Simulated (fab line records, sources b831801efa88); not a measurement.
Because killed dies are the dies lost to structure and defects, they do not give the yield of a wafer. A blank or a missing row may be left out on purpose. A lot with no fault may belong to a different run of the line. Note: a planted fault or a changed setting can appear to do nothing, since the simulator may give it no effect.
A lot that was struck, set against a sound lot / flow gf180mcu / 20 steps out of a route of 602
Sound: the wafers L450.2, L450.5, L450.6. The struck wafers were L463.2, L463.3, L463.5. The cause is given at the end.
Per side, at each step with rows, come the tool, then ch with its chambers, and then its first start. Under that, the readings that differ: sound wafers / struck wafers / difference of the means / sigmas: that difference in standard deviations of wafers without a fault.
alike: same words and numbers on both sides, and readings whose means sit less than 2 such deviations apart. not compared: any withheld reading, any reading some wafer has no value for, any bound like >300 that may hide the same value, and any number with overlapping values for which the record gives no deviation.
A row with sigmas, a row that says differs or no value, or rows on one side alone: a step with any of these is where the two part. Non-overlapping numbers with no deviation appear without sigmas and do not part them. Lack of a reading on every wafer of one side parts them only where that side has two or more wafers.

first, 3 steps without rows for these wafers: GF_MIM_EXPOSE_16 (exposes mask FuseTop, target cd 2000 nm); GF_MIM_PEB_17; GF_MIM_DEVELOP_18 (develop time 60 s).
GF_MIM_METAL_ETCH_19: etches the open film in Cl2/BCl3, stops on Si3N4, target depth 324.5 nm, time 54.1 s.
  sound on rieMetal-01 ch 1, day 26 06:49; struck on rieMetal-02 ch 0,1, day 30 16:52
  alike: drypumpMotorCurrentA, oesProductAu, throttleValvePct
  not compared: rfHoursCounterH
GF_MIM_STRIP_20: strips in O2/N2.
  sound on plasmaAsher-04 ch 0,1, day 26 06:56; struck on plasmaAsher-01 ch 0,1, day 30 16:56
reading=stripTimeToEndpointS (s); sound=11.24 11.27 11.27; struck=11.19 11.18 11.16; difference=-0.08; sigmas=-2
  alike: drypumpMotorCurrentA, heaterPowerW, oesProductAu
  not compared: rfHoursCounterH
then, 7 steps without rows for these wafers: GF_MIM_STRIP_21 (strips in post etch residue remover, time 1200 s); GF_MIM_CLEAN_22 (cleans in DIW); GF_M5_DEHYDRATE_00 (time 60 s); GF_M5_HMDS_01 (prime time 60 s); GF_M5_COAT_02 (resist thk 1000 nm); GF_M5_SOFTBAKE_03 (time 60 s); GF_M5_EXPOSE_04 (exposes mask Metal5, target cd 280 nm).
GF_M5_PEB_05: peb time 86.86 s.
  sound on lithoTrack-04 ch 0, day 27 04:44; struck on lithoTrack-04 ch 0, day 31 11:14
reading=heaterPowerTotalW (W); sound=86.92 86.86 86.95; struck=89.54 89.18 89.32; difference=+2.44; sigmas=+12
reading=plateTempC (C); sound=135.03 135.13 134.90; struck=138.03 138.03 138.04; difference=+3.01; sigmas=+22
  alike: exhaustPa
then, 1 step without rows for these wafers: GF_M5_DEVELOP_06 (develop time 60 s).
GF_M5_CD_MEAS_07: target cd 280 nm.
  sound: cdSem-02 at day 27 05:05; struck: cdSem-01 at day 31 11:35
reading=cdNm (nm); sound=279.6 280.7 280.3; struck=270.4 270.8 270.9; difference=-9.5; sigmas=-8
GF_M5_OVL_MEAS_08:
  sound: overlay-02 at day 27 05:11; struck: overlay-02 at day 31 11:41
  alike: M5_OVL
GF_M5_ETCH_09: etches Si3N4 in CF4/O2, target depth 52 nm, time 11.6 s.
  sound on rieDiel-02 ch 0,3, day 27 05:13; struck on rieDiel-02 ch 0,1,2, day 31 11:43
reading=model.M5.cdNm (nm); sound=279.4 280.4 280.8; struck=270.9 270.9 271.5; difference=-9.1; sigmas=
  alike: drypumpMotorCurrentA, oesProductAu, throttleValvePct
  not compared: rfHoursCounterH
GF_M5_METAL_ETCH_10: etches the open film in Cl2/BCl3, stops on SiO2, target depth 627.5 nm, time 104.6 s.
  sound on rieMetal-03 ch 0,1, day 27 05:14; struck on rieMetal-03 ch 0,1, day 31 11:44
reading=model.M5.cdNm (nm); sound=280.2 279.5 282.4; struck=271.4 272.9 273.5; difference=-8.1; sigmas=
  alike: drypumpMotorCurrentA, oesProductAu, throttleValvePct
  not compared: rfHoursCounterH
GF_M5_STRIP_11: strips in O2/N2.
  sound on plasmaAsher-04 ch 0,1, day 27 05:21; struck on plasmaAsher-01 ch 0, day 31 11:51
  alike: drypumpMotorCurrentA, heaterPowerW, oesProductAu, stripTimeToEndpointS
  not compared: rfHoursCounterH
GF_PASSIVATION_PROBE_99:
  the record holds rows for the sound wafers here (prober-01, day 29 23:36) but none for the struck ones

WHERE THEY PART
Last at GF_PASSIVATION_PROBE_99 as far as this record goes, first at GF_MIM_STRIP_20.

WHY: what the simulator had put in
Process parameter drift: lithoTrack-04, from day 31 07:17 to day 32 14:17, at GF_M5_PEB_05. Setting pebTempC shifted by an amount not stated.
